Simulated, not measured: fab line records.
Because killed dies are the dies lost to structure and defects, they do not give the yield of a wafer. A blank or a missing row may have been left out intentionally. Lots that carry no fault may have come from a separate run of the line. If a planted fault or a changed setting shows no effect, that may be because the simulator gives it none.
Which tool did it? -- flow gf180mcu -- route of 602 steps, sampled at 1 step: 6 lots, 18 wafers

WHAT THE GAUGES READ, wafer by wafer
GF_V2_RS_MEAS_24: measures by four-point-probe.
lot,measured,on,V2_W_RS (ohm/sq)
L194,day 21 01:46,film-metro-03,0.325 0.328 0.324
L196,day 21 14:24,film-metro-03,0.321 0.321 0.324
L203,day 24 05:31,film-metro-02,0.329 0.329 0.332
L205,day 24 17:08,film-metro-02,0.322 0.323 0.321
L207,day 25 20:26,film-metro-03,0.321 0.321 0.327
L215,day 28 03:36,film-metro-01,0.330 0.332 0.330

WHICH TOOL RAN EACH LOT (tool, then ch and the chambers of the sampled wafers, then the start)
The record shows no process step preceding these readings.

THE ANSWER, worked out from the rows above alone
Rule: the usual values come from the lots themselves. Put in order of their means at a reading, lots are off if they are a third of the lots or fewer, leave a main group of 4 or more, and stand apart from it by a gap of 3 or more times the standard deviation of the main group's means; of several such gaps the widest counts. A main group is skipped when, at the precision printed for the reading in the tables above, its means are all equal. Also off: a lot with no number at a reading for which 4 or more lots have one. Where the step has rows for the other lots, those lots are counted as sound.
No lot is off at any reading shown: from this, nothing can be told.

WHAT THE SIMULATOR HAD PUT IN
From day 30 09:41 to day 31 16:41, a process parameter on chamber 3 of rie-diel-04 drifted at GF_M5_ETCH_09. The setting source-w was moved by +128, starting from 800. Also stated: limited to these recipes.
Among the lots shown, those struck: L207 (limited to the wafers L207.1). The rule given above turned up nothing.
